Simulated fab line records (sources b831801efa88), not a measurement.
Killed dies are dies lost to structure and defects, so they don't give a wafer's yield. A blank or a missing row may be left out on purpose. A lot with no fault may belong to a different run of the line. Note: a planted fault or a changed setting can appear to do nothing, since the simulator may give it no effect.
The tool behind it: which one? -- flow sky130 -- 11 lots, 33 wafers sampled, at 5 steps of a route of 708

## WHAT THE GAUGES READ, wafer by wafer
SKY_VIA3_OVL_MEAS_13.
lot,measured,on,VIA3_OVL (nm)
L378,day 39 18:13,overlay-02,0 1 -7
L379,day 40 01:55,overlay-01,-10 4 -5
L380,day 40 06:03,overlay-01,6 -3 -3
L381,day 40 08:35,overlay-02,-1 -6 -1
L383,day 41 12:16,overlay-02,-2 4 -5
L390,day 43 05:32,overlay-02,-4 5 -1
L394,day 44 10:03,overlay-01,7 -4 3
L395,day 44 14:37,overlay-01,-2 -2 -2
L396,day 45 01:00,overlay-01,-1 -5 -14
L397,day 45 03:44,overlay-01,9 5 9
L400,day 45 17:45,overlay-01,2 3 1

SKY_VIA4_OVL_MEAS_11.
lot,measured,on,VIA4_OVL (nm)
L378,day 43 00:17,overlay-01,-0.9 -0.2 -2.8
L379,day 43 05:18,overlay-02,-0.7 1.5 -0.6
L380,day 43 08:14,overlay-02,-1.5 -1.4 -1.7
L381,day 43 12:31,overlay-02,-1.3 -1.1 -0.5
L383,day 44 12:53,overlay-01,-5.0 -1.9 -2.2
L390,day 46 03:22,overlay-01,0.7 -1.3
L394,day 47 05:17,overlay-01,1.9 2.4 1.0
L395,day 47 09:26,overlay-02,-1.7 -0.4 0.0
L396,day 47 18:44,overlay-01,-1.4 -1.9 -1.7
L397,day 47 21:19,overlay-02,-0.6 -1.7 1.1
L400,day 48 09:59,overlay-02,-3.3 -0.9 -1.8

## WHAT TOOL EACH LOT RAN ON (gives the tool, then ch and the chambers of the sampled wafers, and finally the start)
lot,SKY_METAL4_SPUTTER_03,SKY_METAL4_METAL_ETCH_18,SKY_METAL4_STRIP_19
L378,"pvd-sputter-04, day 39 19:44","rie-metal-01 ch 0,1, day 41 23:31","plasma-asher-02 ch 0,1, day 41 23:42"
L379,"pvd-sputter-02, day 40 03:22","rie-metal-04 ch 0,1, day 42 04:53","plasma-asher-03 ch 0,1, day 42 05:02"
L380,"pvd-sputter-01, day 40 07:31","rie-metal-03 ch 0,1, day 42 08:26","plasma-asher-01 ch 0,1, day 42 08:35"
L381,"pvd-sputter-02, day 40 10:04","rie-metal-01 ch 1, day 42 12:10","plasma-asher-03 ch 0,1, day 42 12:21"
L383,"pvd-sputter-02, day 41 13:44","rie-metal-03 ch 0, day 43 12:50","plasma-asher-03 ch 0,1, day 43 13:08"
L390,"pvd-sputter-02, day 43 07:08","rie-metal-04 ch 0,1, day 45 04:10","plasma-asher-01 ch 0,1, day 45 04:21"
L394,"pvd-sputter-01, day 44 12:05","rie-metal-03 ch 0, day 46 08:13","plasma-asher-02 ch 0,1, day 46 08:24"
L395,"pvd-sputter-02, day 44 16:05","rie-metal-03 ch 0,1, day 46 11:50","plasma-asher-01 ch 0,1, day 46 11:59"
L396,"pvd-sputter-02, day 45 02:43","rie-metal-01 ch 0,1, day 46 21:20","plasma-asher-02 ch 0,1, day 46 21:29"
L397,"pvd-sputter-04, day 45 05:30","rie-metal-01 ch 0,1, day 47 00:13","plasma-asher-01 ch 0,1, day 47 00:24"
L400,"pvd-sputter-02, day 45 19:13","rie-metal-03 ch 0,1, day 47 13:04","plasma-asher-01 ch 0,1, day 47 13:15"
- SKY_METAL4_SPUTTER_03: material Ti, target thk 5 nm, time 3.3 s.
- SKY_METAL4_METAL_ETCH_18: etches the open film in Cl2/BCl3, stops on SiO2, target depth 845 nm, time 183.1 s.
- SKY_METAL4_STRIP_19: strips in O2/N2.

## WHAT THE TOOLS THEMSELVES READ (means of the sampled wafers that have a number; where no wafer has one, the mark that the record gives instead)
SKY_METAL4_SPUTTER_03.
lot,tool,chamber-pressure-pa (Pa),throttle-valve-pct (%)
L378,pvd-sputter-04,0.4000,30.9
L379,pvd-sputter-02,0.3995,30.6
L380,pvd-sputter-01,0.3993,30.0
L381,pvd-sputter-02,0.4001,29.9
L383,pvd-sputter-02,0.4001,29.9
L390,pvd-sputter-02,0.4000,29.0
L394,pvd-sputter-01,0.4006,28.8
L395,pvd-sputter-02,0.4004,30.3
L396,pvd-sputter-02,0.3991,29.7
L397,pvd-sputter-04,0.3999,31.8
L400,pvd-sputter-02,0.3994,30.5

SKY_METAL4_METAL_ETCH_18.
lot,tool,drypump-motor-current-A (A),oes-product-au (a.u.),throttle-valve-pct (%)
L378,rie-metal-01,5.56,0.855,22.271
L379,rie-metal-04,5.17,0.869,22.262
L380,rie-metal-03,5.60,0.872,22.263
L381,rie-metal-01,5.69,0.864,22.271
L383,rie-metal-03,5.78,0.867,22.257
L390,rie-metal-04,5.17,0.819,22.269
L394,rie-metal-03,5.78,0.867,22.260
L395,rie-metal-03,5.63,0.867,22.255
L396,rie-metal-01,5.44,0.859,22.265
L397,rie-metal-01,5.57,0.866,22.261
L400,rie-metal-03,5.60,0.861,22.279

SKY_METAL4_STRIP_19.
lot,tool,drypump-motor-current-A (A),oes-product-au (a.u.),strip-time-to-endpoint-s (s)
L378,plasma-asher-02,5.4,0.494,6.49
L379,plasma-asher-03,5.7,0.503,6.51
L380,plasma-asher-01,5.8,0.501,6.49
L381,plasma-asher-03,6.1,0.504,6.56
L383,plasma-asher-03,6.1,0.506,6.59
L390,plasma-asher-01,6.2,0.533,7.36
L394,plasma-asher-02,5.5,0.500,6.57
L395,plasma-asher-01,6.2,0.512,6.68
L396,plasma-asher-02,5.4,0.501,6.51
L397,plasma-asher-01,6.2,0.507,6.56
L400,plasma-asher-01,6.2,0.503,6.58

## THE ANSWER, worked out from the rows above alone
Rule: the lots themselves supply what counts as usual. The widest of any qualifying gaps counts: lots, ordered by their means at a reading, are off when they make up no more than a third of the lots, leave a main group of 4 or more, and stand apart from it by 3 or more times the standard deviation of that group's means. The tables above print the reading to a certain number of digits; a main group whose means all agree to those digits is not used. A lot without any number at a reading at which 4 lots or more have one is off too. The other lots that the step has rows for count as sound. The gauges are gone through in route order, then the tools' own readings, and for those a lot's mean is taken as printed above. At the first step where some lot is off, the reading lying furthest off is the one used; lots without a number count as furthest.
Off at SKY_METAL4_METAL_ETCH_18 (oes-product-au): L390. Main group: mean 0.865 a.u., sd 0.0048.
If a tool, at that step or one of the process steps before it, ran each lot that is off and ran no sound lot following the first of them, it fits. One fits: rie-metal-04 at SKY_METAL4_METAL_ETCH_18. A fault onset in the window from L379 (day 42 04:53, its last sound lot) to L390 (day 45 04:10, its first lot off) fits.
The tool's own readings at SKY_METAL4_METAL_ETCH_18 bear it out: on the lots that are off they differ by more than 5 times the standard deviation of the sound lots' means. oes-product-au reads 0.819 a.u. there against 0.865 a.u. on the sound lots.

## WHAT HAD BEEN PUT IN BY THE SIMULATOR
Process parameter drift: rie-metal-04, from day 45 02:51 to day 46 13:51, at SKY_METAL4_METAL_ETCH_18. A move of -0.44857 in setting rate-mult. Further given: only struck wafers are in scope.
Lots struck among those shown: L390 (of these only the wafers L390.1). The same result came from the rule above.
